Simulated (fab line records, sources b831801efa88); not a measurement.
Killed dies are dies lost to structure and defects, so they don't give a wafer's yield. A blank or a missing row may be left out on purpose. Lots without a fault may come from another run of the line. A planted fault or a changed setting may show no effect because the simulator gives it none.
Chamber matching | flow sky130 | SKY_METAL4_ETCH_17 on rie_diel-04: 4 sister chambers
The step etches SiO2 in C4F8/O2/Ar, stops on TiN, time 3.9 s, target depth 15 nm. 4 wafers are shown with their chamber, then 12 later ones without.

WAFERS WITH THEIR CHAMBER
wafer  | chamber | oes_product_au (a.u.)
L090.6 | 3       | 0.748
L092.1 | 0       | 0.746
L092.3 | 1       | 0.761
L092.4 | 2       | 0.760

WAFERS WITHOUT THEIR CHAMBER
wafer  | oes_product_au (a.u.)
L093.2 | 0.749
L093.3 | 0.748
L093.4 | 0.758
L096.1 | 0.758
L096.2 | 0.747
L096.3 | 0.755
L096.4 | 0.761
L096.5 | 0.750
L096.6 | 0.753
L097.1 | 0.752
L097.4 | 0.751
L097.6 | 0.753

WHICH CHAMBER EACH WENT THROUGH
wafer  | from the rows above               | in truth
L093.2 | can't be placed: 3 or 0           | 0
L093.3 | can't be placed: 3 or 0           | 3
L093.4 | can't be placed: 2 or 1           | 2
L096.1 | can't be placed: 2 or 1           | 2
L096.2 | can't be placed: 0 or 3           | 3
L096.3 | can't be placed: 2 or 1 or 3 or 0 | 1
L096.4 | can't be placed: 1 or 2           | 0
L096.5 | can't be placed: 3 or 0           | 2
L096.6 | can't be placed: 3 or 0 or 2 or 1 | 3
L097.1 | can't be placed: 3 or 0 or 2 or 1 | 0
L097.4 | can't be placed: 3 or 0 or 2      | 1
L097.6 | can't be placed: 3 or 0 or 2 or 1 | 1
Placed correctly: 0 of 12. Can't be placed from these rows: 12 (the true chamber is among the candidates in 9). Placed wrongly: 0.
How it was worked out, from the rows above alone: a wafer's distance from a chamber is the root of the sum, over the readings, of the square of ((its reading less the chamber's mean) divided by the reading's scatter). The wafer belongs to the nearest chamber; if the next one is less than 2 further off, it can't be placed. A chamber's mean is the mean of its shown wafers. The scatter: with one shown wafer a chamber, the root of the mean of the squares of how far each hidden wafer lies from its nearest shown one.
